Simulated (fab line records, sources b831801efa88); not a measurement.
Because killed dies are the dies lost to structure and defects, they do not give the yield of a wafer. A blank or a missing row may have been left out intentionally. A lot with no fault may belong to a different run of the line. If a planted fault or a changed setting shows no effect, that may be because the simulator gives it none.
Problem report in the 8D (eight disciplines) form, filled by code / flow sky130 / the parts of the form that need people (team, actions taken, sign-off) are left out

== 1. THE PROBLEM ==
Wafers without a fault read 150.3 nm, standard deviation 1.6; cd-nm at SKY_FIELD_ISO_CD_MEAS_13 reads a mean of 132.0 nm on 6 wafers belonging to 2 lots. Measured from the usual mean, that is -11 standard deviations.
The step: target cd 150 nm.
First observed at day 6 04:14: wafer L605.1, on cd-sem-01. The record has a number at this step for 36 wafers belonging to 12 lots. Rule for "out" (also "out of limits"): further than 4 standard deviations from the usual mean. Any other wafer with a number is counted as sound.

== 2. WHAT IT IS AND WHAT IT IS NOT ==
question=which readings at this step | is=cd-nm | is not=-
question=which lots | is=L605, L606 | is not=L588, L591, L592, L593, L597, L599, L603, L604, L607, L610
question=which wafers of those lots | is=all that have a number | is not=-
question=read on which gauges | is=cd-sem-01 | is not=cd-sem-02
question=when | is=from day 6 04:14 | is not=up to then (24 sound wafers); but 6 sound wafers of L607, L610 came after

== 3. WHAT RULES OUT EACH SUSPECT ==
Counting: any tool at a process step up to the reading is kept as a suspect provided that every lot that is out went through it and no sound lot did after the first of them.
- the gauge at SKY_FIELD_ISO_CD_MEAS_13 has been ruled out. All the wafers that are out were read on cd-sem-01, but those of them that SKY_FIELD_ISO_EXPOSE_10 has rows for are out there too, on other tools.
- krf-scanner-02 at SKY_FIELD_ISO_EXPOSE_10 (exposes mask FOM, target cd 150 nm): kept. It processed each lot that is out, first L605 at day 5 18:43, and no sound lot thereafter; up to then, the last sound lot it processed was L597 at day 4 01:16. Out on those wafers are its own readings of exposure-dose-mJ-cm2.
After counting, what remains is krf-scanner-02 at SKY_FIELD_ISO_EXPOSE_10.

== 4. THE CAUSE (what the simulator had put in) ==
Drift in process parameters on krf-scanner-02 at SKY_FIELD_ISO_EXPOSE_10, starting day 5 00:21. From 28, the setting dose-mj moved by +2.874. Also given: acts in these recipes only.
After counting, this tool was the only one left.

== 5. SEQUENCE OF EFFECTS, ordered by route ==
Each row: a reading where the mean over the struck wafers with a number is more than 3 standard deviations away from the usual. Readings are gone through only where the record gives a usual standard deviation; hours: the median, over the lots, of the time from a lot's start at the first step in this table giving one to that lot's start at this step; sigmas: the change measured in usual standard deviations.
hours=0; step=SKY_FIELD_ISO_EXPOSE_10; reading=exposure-dose-mJ-cm2; usual=28.000; on struck wafers=30.850; change=+2.850; sigmas=+98
hours=9; step=SKY_FIELD_ISO_CD_MEAS_13; reading=cd-nm; usual=150.3 nm; on struck wafers=132.0; change=-18.3; sigmas=-11
The process steps in it:
- SKY_FIELD_ISO_EXPOSE_10: exposes mask FOM, target cd 150 nm.
Later steps that measure or inspect, where all struck wafers having a row at the step show a number for every such reading and not one has moved that far: SKY_FIELD_ISO_THK_MEAS_23.

== 6. HOW IT WOULD HAVE BEEN CAUGHT EARLIER ==
28 hours passed between the start of the fault at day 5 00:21 and the first reading out of limits at a measuring or inspecting step in this record, taken at day 6 04:14.
The tool's own readings at SKY_FIELD_ISO_EXPOSE_10 were out on every struck wafer that the step has a row for (exposure-dose-mJ-cm2): an alarm limit on them would have fired on the first of those.
All the lots that are out (2) had begun SKY_FIELD_ISO_EXPOSE_10 on krf-scanner-02 by day 6 04:14. Had the tool been put on hold then, not one of them would have been saved.
